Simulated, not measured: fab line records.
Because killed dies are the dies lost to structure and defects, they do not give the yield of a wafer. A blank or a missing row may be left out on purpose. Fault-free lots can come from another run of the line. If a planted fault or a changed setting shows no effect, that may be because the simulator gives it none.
Struck lot and sound lot, side by side ; flow sky130 ; 21 steps out of a route of 708
Sound: the wafers L382.3, L382.5, L382.6. Struck: wafer L383.1. (L383.2, L383.4 of the same lot were not struck and are left out.) The cause comes at the end.
At each step with rows: each side's tool, then ch and its chambers, then its first start. Under that, the readings that differ: sound wafers ; struck wafers ; difference of the means ; sigmas: that difference in standard deviations of wafers without a fault.
alike: a reading whose means differ by less than 2 such deviations, as well as words and numbers matching on both sides. not compared: withheld readings; readings where some wafer has no value; bounds like >300 that might hide an equal value; numbers whose values overlap and for which the record gives no deviation.
A row with sigmas, a row that says differs or no value, or rows on one side alone: a step with any of these is where the two part. Numbers that have no deviation but don't overlap get no sigmas and don't part them. Lack of a reading on every wafer of one side parts them only where that side has two or more wafers.

SKY_LI_CONTACT_CVD_21: deposits W, target thk 400 nm, time 120.56 s.
  sound on cvdW-01 ch 0,1, day 29 15:10; struck on cvdW-01 ch 1, day 29 23:15
  alike: heaterPowerW
SKY_LI_CONTACT_RS_MEAS_22: the measuring method here is four-point-probe.
  struck on filmMetro-04, day 29 23:22; sound on filmMetro-02, day 29 15:17
reading;sound;struck;difference;sigmas
LI_CONTACT_W_RS (ohm/sq);0.283 0.278 0.278;0.289;+0.009;+2
SKY_LI_CONTACT_THK_MEAS_23: measures by xrf.
  struck on filmMetro-04, day 29 23:29; sound on filmMetro-02, day 29 15:23
  alike: LI_CONTACT_W_THK
SKY_LI_CONTACT_CMP_24: polishes, stops on PSG, t overpolish 20 s, target thk 0 nm.
  sound on cmp-01 ch 0,1,3, day 29 15:35; struck on cmp-01 ch 1, day 29 23:33
  alike: motorCurrentA, overpolishRunS, timeToEndpointS
SKY_LOCAL_INTERCONNECT_SPUTTER_00: material TiN, target thk 100 nm, time 83.3 s.
  struck on pvdSputter-02, day 29 23:51; sound on pvdSputter-03, day 29 15:44
  alike: throttleValvePct
SKY_LOCAL_INTERCONNECT_RS_MEAS_01: the measuring method here is four-point-probe.
  struck on filmMetro-04, day 29 23:55; sound on filmMetro-03, day 29 15:50
reading;sound;struck;difference;sigmas
LOCAL_INTERCONNECT_TIN_RS (ohm/sq);13.79 13.92 13.77;14.28;+0.45;+2
SKY_LOCAL_INTERCONNECT_THK_MEAS_02: measures by xrf.
  struck on filmMetro-04, day 30 00:02; sound on filmMetro-03, day 29 15:56
reading;sound;struck;difference;sigmas
LOCAL_INTERCONNECT_TIN_THK (nm);101.2 100.5 101.5;97.4;-3.7;-3
then, 5 steps without rows for these wafers: SKY_LOCAL_INTERCONNECT_DEHYDRATE_03 (time 60 s); SKY_LOCAL_INTERCONNECT_HMDS_04 (prime time 60 s); SKY_LOCAL_INTERCONNECT_COAT_05 (resist thk 60 nm); SKY_LOCAL_INTERCONNECT_COAT_06 (resist thk 450 nm); SKY_LOCAL_INTERCONNECT_SOFTBAKE_07 (time 90 s).
SKY_LOCAL_INTERCONNECT_EXPOSE_08: exposes mask LI1M, target cd 170 nm.
  sound on krfScanner-02 ch 0, day 30 06:09; struck on krfScanner-02 ch 0, day 30 14:26
  alike: mask
then, 2 steps without rows for these wafers: SKY_LOCAL_INTERCONNECT_PEB_09; SKY_LOCAL_INTERCONNECT_DEVELOP_10 (develop time 60 s).
SKY_LOCAL_INTERCONNECT_CD_MEAS_11 targets a cd of 170 nm.
  struck on cdSem-02, day 31 04:31; sound on cdSem-02, day 30 20:15
reading;sound;struck;difference;sigmas
cdNm (nm);168.3 169.8 170.6;126.3;-43.3;-33
SKY_LOCAL_INTERCONNECT_OVL_MEAS_12:
  struck on overlay-01, day 31 04:38; sound on overlay-01, day 30 20:21
  alike: LOCAL_INTERCONNECT_OVL
SKY_LOCAL_INTERCONNECT_ETCH_13: etches BARC in N2/H2, stops on SiO2, time 45.9 s, target depth 60 nm.
  sound on rieMetal-03 ch 0,1, day 30 20:23; struck on rieMetal-03 ch 1, day 31 04:41
reading;sound;struck;difference;sigmas
rfHoursCounterH (h);- - -;7;no value on the sound wafers;
model.LOCAL_INTERCONNECT.cdNm (nm);169.7 170.5 171.8;126.9;-43.8;
  alike: biasW, drypumpMotorCurrentA, oesProductAu, throttleValvePct
SKY_LOCAL_INTERCONNECT_METAL_ETCH_14: etches TiN in Cl2/BCl3, stops on PSG, target depth 110 nm, time 31.4 s.
  sound on rieMetal-03 ch 0,1, day 30 20:27; struck on rieMetal-03 ch 1, day 31 04:44
reading;sound;struck;difference;sigmas
rfHoursCounterH (h);- - -;7;no value on the sound wafers;
model.LOCAL_INTERCONNECT.cdNm (nm);169.7 169.7 171.8;126.4;-44.0;
  alike: biasW, drypumpMotorCurrentA, oesProductAu, throttleValvePct
SKY_LOCAL_INTERCONNECT_STRIP_15: strips in O2/N2.
  sound on plasmaAsher-01 ch 0,1, day 30 20:31; struck on plasmaAsher-04 ch 1, day 31 04:47
reading;sound;struck;difference;sigmas
rfHoursCounterH (h);- - -;30;no value on the sound wafers;
  alike: drypumpMotorCurrentA, oesProductAu, stripTimeToEndpointS
-- record jumps: 15 days separate the struck wafers' starts on either side; left off in module LOCAL_INTERCONNECT, taken up again in module PAD_OPEN, whose first shown step is the route's number 708 --
SKY_PAD_OPEN_PROBE_99:
  the record has rows for the struck wafers here (prober-01, day 46 10:43) and none for the sound ones

## WHERE THEY PART
At SKY_LI_CONTACT_RS_MEAS_22 first; at SKY_PAD_OPEN_PROBE_99 last (within this record only).

WHY: the cause the simulator had injected
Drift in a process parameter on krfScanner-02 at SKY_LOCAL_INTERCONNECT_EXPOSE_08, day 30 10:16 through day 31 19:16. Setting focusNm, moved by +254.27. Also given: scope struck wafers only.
